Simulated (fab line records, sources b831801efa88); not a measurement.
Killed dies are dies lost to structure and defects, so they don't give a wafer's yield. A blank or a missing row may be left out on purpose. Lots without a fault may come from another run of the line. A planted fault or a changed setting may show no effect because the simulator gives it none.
Which tool did it? | flow gf180mcu | 10 lots, 30 wafers sampled, at 5 steps of a route of 602

WHAT THE GAUGES READ, wafer by wafer
GF_TOP_METAL_CD_MEAS_14: target cd 440 nm.
lot  | measured     | on        | cd_nm (nm)
L842 | day 28 02:15 | cd_sem-02 | 444.0 443.7 442.1
L844 | day 28 18:02 | cd_sem-02 | 441.8 439.2 440.5
L847 | day 29 16:30 | cd_sem-02 | 438.3 437.3 440.4
L848 | day 30 02:05 | cd_sem-02 | 437.6 437.7 436.4
L849 | day 30 13:05 | cd_sem-01 | 440.1 441.6 438.3
L851 | day 30 18:39 | cd_sem-02 | 440.4 440.5 438.2
L852 | day 31 01:16 | cd_sem-02 | 439.0 437.9 440.1
L853 | day 31 11:41 | cd_sem-01 | 440.7 442.9 439.4
L858 | day 32 17:16 | cd_sem-02 | 430.7 428.3 429.5
L860 | day 33 02:05 | cd_sem-02 | 429.8 429.0 429.9

WHICH TOOL RAN EACH LOT (tool, then ch and the chambers of the sampled wafers, then the start)
lot  | GF_M5_ETCH_09                      | GF_M5_STRIP_11                       | GF_V5_CMP_26                  | GF_TOP_METAL_COAT_09
L842 | rie_diel-04 ch 0,1, day 26 07:02   | plasma_asher-04 ch 0,1, day 26 07:11 | cmp-02 ch 0,2, day 27 06:19   | litho_track-04 ch 0, day 27 16:22
L844 | rie_diel-03 ch 1,3, day 26 23:24   | plasma_asher-01 ch 0,1, day 26 23:33 | cmp-02 ch 1,2,3, day 27 21:56 | litho_track-02 ch 0, day 28 08:05
L847 | rie_diel-02 ch 1,3, day 27 22:53   | plasma_asher-01 ch 0,1, day 27 23:10 | cmp-02 ch 2,3, day 28 21:16   | litho_track-02 ch 0, day 29 06:52
L848 | rie_diel-04 ch 0,1,3, day 28 08:39 | plasma_asher-01 ch 0,1, day 28 08:50 | cmp-02 ch 1,2, day 29 07:11   | litho_track-04 ch 0, day 29 17:05
L849 | rie_diel-04 ch 0,1,3, day 28 19:47 | plasma_asher-01 ch 0,1, day 28 19:56 | cmp-01 ch 0,2,3, day 29 17:35 | litho_track-01 ch 0, day 30 03:32
L851 | rie_diel-02 ch 0,3, day 29 02:40   | plasma_asher-01 ch 0,1, day 29 02:50 | cmp-01 ch 0,2, day 30 00:00   | litho_track-04 ch 0, day 30 09:27
L852 | rie_diel-02 ch 2,3, day 29 10:07   | plasma_asher-01 ch 0,1, day 29 10:17 | cmp-01 ch 0,3, day 30 07:05   | litho_track-04 ch 0, day 30 16:08
L853 | rie_diel-03 ch 1,2,3, day 29 20:26 | plasma_asher-04 ch 0,1, day 29 20:36 | cmp-01 ch 1,2,3, day 30 17:24 | litho_track-04 ch 0, day 31 02:57
L858 | rie_diel-04 ch 1,2, day 31 03:42   | plasma_asher-01 ch 0,1, day 31 03:53 | cmp-01 ch 0,2,3, day 32 00:14 | litho_track-04 ch 0, day 32 08:44
L860 | rie_diel-02 ch 0,1,3, day 31 15:17 | plasma_asher-01 ch 0,1, day 31 15:26 | cmp-01 ch 0,2,3, day 32 09:55 | litho_track-04 ch 0, day 32 18:20
- GF_M5_ETCH_09: etches Si3N4 in CF4/O2, target depth 52 nm, time 11.6 s.
- GF_M5_STRIP_11: strips in O2/N2.
- GF_V5_CMP_26: polishes, stops on SiO2, t overpolish 15 s, target thk 0 nm.
- GF_TOP_METAL_COAT_09: resist thk 1500 nm.

WHAT THE TOOLS THEMSELVES READ (means of the sampled wafers that have a number; where no wafer has one, the mark that the record gives instead)
GF_M5_ETCH_09.
lot  | tool        | bias_w (W) | drypump_motor_current_A (A) | oes_product_au (a.u.) | throttle_valve_pct (%)
L842 | rie_diel-04 | 150.4      | 5.7                         | 0.999                 | 5.973
L844 | rie_diel-03 | 149.5      | 5.1                         | 1.010                 | 5.973
L847 | rie_diel-02 | 149.9      | 6.3                         | 0.990                 | 5.971
L848 | rie_diel-04 | 150.6      | 5.7                         | 1.001                 | 5.967
L849 | rie_diel-04 | 149.7      | 5.7                         | 0.997                 | 5.969
L851 | rie_diel-02 | 150.0      | 6.2                         | 0.997                 | 5.970
L852 | rie_diel-02 | 150.2      | 5.9                         | 0.995                 | 5.969
L853 | rie_diel-03 | 150.2      | 5.1                         | 1.018                 | 5.980
L858 | rie_diel-04 | 150.0      | 5.7                         | 0.994                 | 5.976
L860 | rie_diel-02 | 149.8      | 6.1                         | 0.999                 | 5.969

GF_M5_STRIP_11.
lot  | tool            | drypump_motor_current_A (A) | heater_power_w (W) | oes_product_au (a.u.) | strip_time_to_endpoint_s (s)
L842 | plasma_asher-04 | 5.64                        | 310                | 0.530                 | 7.14
L844 | plasma_asher-01 | 5.66                        | 364                | 0.520                 | 7.07
L847 | plasma_asher-01 | 5.87                        | 370                | 0.527                 | 7.13
L848 | plasma_asher-01 | 5.66                        | 361                | 0.529                 | 7.12
L849 | plasma_asher-01 | 5.85                        | 368                | 0.523                 | 7.12
L851 | plasma_asher-01 | 5.67                        | 356                | 0.520                 | 7.11
L852 | plasma_asher-01 | 5.88                        | 373                | 0.525                 | 7.08
L853 | plasma_asher-04 | 5.63                        | 310                | 0.524                 | 7.08
L858 | plasma_asher-01 | 5.91                        | 366                | 0.523                 | 7.00
L860 | plasma_asher-01 | 5.89                        | 371                | 0.526                 | 7.12

GF_V5_CMP_26.
lot  | tool   | motor_current_A (A) | overpolish_run_s (s) | slurry_flow_ml_min | time_to_endpoint_s (s)
L842 | cmp-02 | 11.3                | 14.997               | 149.9              | 86
L844 | cmp-02 | 10.5                | 14.993               | 150.3              | 80
L847 | cmp-02 | 10.5                | 15.008               | 149.6              | 83
L848 | cmp-02 | 10.0                | 15.004               | 149.7              | 85
L849 | cmp-01 | 9.5                 | 14.993               | 150.0              | 88
L851 | cmp-01 | 9.5                 | 14.995               | 149.7              | 81
L852 | cmp-01 | 9.7                 | 14.998               | 150.0              | 79
L853 | cmp-01 | 10.2                | 15.002               | 150.2              | 86
L858 | cmp-01 | 9.5                 | 14.995               | 150.2              | 82
L860 | cmp-01 | 9.5                 | 14.999               | 149.8              | 83

THE ANSWER, worked out from the rows above alone
Rule: what is usual is taken from the lots themselves. Put in order of their means at a reading, lots are off if they are a third of the lots or fewer, leave a main group of 4 or more, and stand apart from it by a gap of 3 or more times the standard deviation of the main group's means; of several such gaps the widest counts. A main group whose means are all the same, to the digits that the tables above print for the reading, isn't used. A lot without any number at a reading at which 4 lots or more have one is off too. The other lots that the step has rows for count as sound. The gauges are gone through in route order, then the tools' own readings, and for those a lot's mean is taken as printed above. The first step at which some lot is off is used, and at that step the reading that is off furthest; a lot without a number counts as furthest.
Off: L858, L860, at GF_TOP_METAL_CD_MEAS_14 (cd_nm). The main group: mean 439.9 nm, standard deviation 1.7.
A tool fits if, at a process step before that reading, it ran every lot that is off, and no sound lot after the first of them. The gauges at GF_TOP_METAL_CD_MEAS_14 are tried like those tools. Can't be told from this: 4 tools fit, plasma_asher-01 at GF_M5_STRIP_11, cmp-01 at GF_V5_CMP_26, litho_track-04 at GF_TOP_METAL_COAT_09, cd_sem-02 at GF_TOP_METAL_CD_MEAS_14.

WHAT THE SIMULATOR HAD PUT IN
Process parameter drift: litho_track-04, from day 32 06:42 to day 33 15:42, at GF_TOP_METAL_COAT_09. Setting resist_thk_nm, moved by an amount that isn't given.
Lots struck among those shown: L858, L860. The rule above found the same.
